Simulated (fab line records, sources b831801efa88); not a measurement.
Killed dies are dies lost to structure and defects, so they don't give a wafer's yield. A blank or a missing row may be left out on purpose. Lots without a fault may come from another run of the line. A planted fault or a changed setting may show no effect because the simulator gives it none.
Chamber matching | flow gf180mcu | GF_V4_CMP_04 on cmp-02: 4 sister chambers
The step polishes SiO2. 14 wafers are shown with their chamber, then 7 later ones without.

WAFERS WITH THEIR CHAMBER
wafer  | chamber | motor_current_A (A) | time_to_endpoint_s (s)
L973.2 | 2       | 11.2                | 74
L973.5 | 1       | 12.7                | 85
L973.6 | 0       | 11.7                | 80
L974.3 | 3       | 11.1                | 74
L974.4 | 1       | 12.6                | 82
L974.6 | 0       | 12.5                | 80
L984.2 | 3       | 11.1                | 80
L984.3 | 2       | 9.5                 | 83
L984.6 | 3       | 10.9                | 80
L986.1 | 3       | 10.8                | 79
L986.2 | 1       | 12.8                | 87
L986.4 | 2       | 10.0                | 89
L988.2 | 1       | 12.9                | 84
L988.3 | 2       | 10.3                | 82

SIGNATURES (means of the wafers above)
reading            | chamber 0 | chamber 1 | chamber 2 | chamber 3 | scatter within a chamber
motor_current_A    | 12.100    | 12.750    | 10.250    | 10.975    | 0.444
time_to_endpoint_s | 80.00     | 84.50     | 82.00     | 78.25     | 3.9
Rule: a wafer's distance from a chamber is the root of the sum, over the readings, of the square of ((its reading less the chamber's mean) divided by the reading's scatter). The wafer belongs to the nearest chamber; if the next one is less than 2 further off, it can't be placed. The scatter: the root of (the sum of the squares of (reading less its chamber's mean) over the shown wafers, divided by (wafers less chambers)).

WAFERS WITHOUT THEIR CHAMBER
wafer  | motor_current_A (A) | time_to_endpoint_s (s)
L988.4 | 10.7                | 81
L989.2 | 12.9                | 86
L989.3 | 10.3                | 88
L989.5 | 10.3                | 83
L993.1 | 10.6                | 87
L993.2 | 13.1                | 80
L993.3 | 12.0                | 81

WHICH CHAMBER EACH WENT THROUGH
wafer  | from the rows above     | in truth
L988.4 | can't be placed: 3 or 2 | 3
L989.2 | can't be placed: 1 or 0 | 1
L989.3 | can't be placed: 2 or 3 | 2
L989.5 | can't be placed: 2 or 3 | 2
L993.1 | can't be placed: 2 or 3 | 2
L993.2 | can't be placed: 1 or 0 | 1
L993.3 | can't be placed: 0 or 1 | 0
Placed correctly: 0 of 7. Can't be placed from these rows: 7 (the true chamber is among the candidates in 7). Placed wrongly: 0.
